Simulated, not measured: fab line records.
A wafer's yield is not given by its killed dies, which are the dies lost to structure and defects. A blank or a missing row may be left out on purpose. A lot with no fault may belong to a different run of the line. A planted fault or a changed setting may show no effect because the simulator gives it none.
Code-filled problem report in 8D (eight disciplines) form | flow sfqLine | the parts of the form that need people (team, actions taken, sign-off) are left out

## 1. THE ISSUE
Wafers without a fault read 0.991 a.u., standard deviation 0.0059; oesProductAu at SFQ_TRILAYER_R5_ETCH_METAL_ETCH_139 reads a mean of 0.845 a.u. on 5 wafers belonging to 3 lots. That puts it -25 standard deviations away from the usual mean.
The step: etches the open film in Cl2, stops on SiO2, target depth 60 nm, time 40 s.
Earliest sighting: wafer L146.4 on rieMetal-01 at day 75 01:28. The record holds 21 wafers of 7 lots with a number at this step. The rule behind "out" and "out of limits": a value lying over 4 standard deviations away from the usual mean. The rest of the wafers with a number are treated as sound.

## 2. WHAT THIS IS AND IS NOT
question                    | is                                     | is not
which readings at this step | oesProductAu                           | drypumpMotorCurrentA, heBacksideLeakSccm
which lots                  | L146, L147, L151                       | L144, L152, L156, L160
which wafers of those lots  | L146.4, L146.6, L147.5, L151.1, L151.4 | L146.3, L147.3, L147.6, L151.3
read on which tools         | rieMetal-01                            | rieMetal-03, rieMetal-04
when                        | from day 75 01:28                      | up to then (4 sound wafers); but 12 sound wafers of L147, L151, L152, L156, L160 came after

## 3. THE SUSPECTS, EACH WITH WHAT RULES IT OUT
Counting: any tool at a process step up to the reading remains a suspect provided it ran every lot that is out. Sound lots after the first of them don't rule it out here, since some wafers of a struck lot are sound.
- rieMetal-01 at SFQ_TRILAYER_R5_ETCH_METAL_ETCH_139 (etches the open film in Cl2, stops on SiO2, target depth 60 nm, time 40 s): kept. It ran every lot that is out, first L146 (day 75 01:28). Its own readings are out on those wafers: oesProductAu.
- Within rieMetal-01 at SFQ_TRILAYER_R5_ETCH_METAL_ETCH_139: the wafers that are out ran in chamber 1; their sound lot-mates ran in chamber 0.
The count leaves rieMetal-01 at SFQ_TRILAYER_R5_ETCH_METAL_ETCH_139.

## 4. THE CAUSE (what the simulator had put in)
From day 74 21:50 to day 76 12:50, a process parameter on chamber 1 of rieMetal-01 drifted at SFQ_TRILAYER_R5_ETCH_METAL_ETCH_139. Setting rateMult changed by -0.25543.
This tool alone remained once counting was done.

## 5. THE CHAIN OF EFFECTS, in route order
Each row: a reading where the mean over the struck wafers with a number is more than 3 standard deviations away from the usual. Only readings for which the record gives a usual standard deviation are gone through. hours: the time from each lot's start at the first step in this table that gives one to its start at this step, as a median over the lots. sigmas: the change in usual standard deviations.
hours | step                                | reading      | usual      | on struck wafers | change | sigmas
0     | SFQ_TRILAYER_R5_ETCH_METAL_ETCH_139 | oesProductAu | 0.991 a.u. | 0.845            | -0.146 | -25
Here are the process steps it includes:
- SFQ_TRILAYER_R5_ETCH_METAL_ETCH_139: etches the open film in Cl2, stops on SiO2, target depth 60 nm, time 40 s.
At these later measuring or inspecting steps, every struck wafer for which the step has a row has a number for every such reading, and none has moved that far: SFQ_I5_OVL_MEAS_936, SFQ_C5_OVL_MEAS_937, SFQ_M6_RS_MEAS_938, SFQ_M8_BOW_MEAS_951.

## 6. WHAT WOULD HAVE CAUGHT IT SOONER
4 hours passed between the start of the fault at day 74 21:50 and the first reading out of limits in this record, taken at day 75 01:28.
